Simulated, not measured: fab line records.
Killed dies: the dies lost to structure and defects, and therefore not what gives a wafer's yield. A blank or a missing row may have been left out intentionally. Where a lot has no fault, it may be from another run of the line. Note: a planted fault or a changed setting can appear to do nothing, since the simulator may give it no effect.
Which of the tools did it? -- flow sky130 -- 6 lots, 18 wafers sampled, at 2 steps of a route of 708

## WHAT THE GAUGES SHOWED, per wafer
SKY_LDD_LDN_OVL_MEAS_07.
lot,measured,on,LDD_LDN_OVL (nm)
L212,day 23 18:36,overlay-02,2.4 0.8 1.2
L216,day 25 01:57,overlay-02,2.6 2.3 3.9
L220,day 26 13:33,overlay-02,0.2 -0.6 0.0
L222,day 28 08:30,overlay-01,4.3 4.1 2.0
L232,day 30 05:18,overlay-02,1.5 -0.1 0.6
L233,day 30 15:36,overlay-01,0.1 0.9 -1.6

## WHAT TOOL EACH LOT RAN ON (gives the tool, then ch and the chambers of the sampled wafers, and finally the start)
lot,SKY_LDD_LDN_EXPOSE_04
L212,"iline-stepper-02 ch 0, day 23 04:33"
L216,"iline-stepper-01 ch 0, day 24 12:23"
L220,"iline-stepper-02 ch 0, day 25 23:25"
L222,"iline-stepper-01 ch 0, day 27 18:02"
L232,"iline-stepper-02 ch 0, day 29 15:27"
L233,"iline-stepper-02 ch 0, day 30 01:25"
- SKY_LDD_LDN_EXPOSE_04: exposes mask LDNTM, target cd 700 nm.

## THE ANSWER, worked out from the rows above alone
Rule: what is usual is taken from the lots themselves. The widest of any qualifying gaps counts: lots, ordered by their means at a reading, are off when they make up no more than a third of the lots, leave a main group of 4 or more, and stand apart from it by 3 or more times the standard deviation of that group's means. A main group whose means are all the same, to the digits that the tables above print for the reading, isn't used. A lot without any number at a reading at which 4 lots or more have one is off too. The other lots that the step has rows for count as sound.
No lot is off on any of the readings shown, so nothing can be concluded from this.

## WHAT HAD BEEN PUT IN BY THE SIMULATOR
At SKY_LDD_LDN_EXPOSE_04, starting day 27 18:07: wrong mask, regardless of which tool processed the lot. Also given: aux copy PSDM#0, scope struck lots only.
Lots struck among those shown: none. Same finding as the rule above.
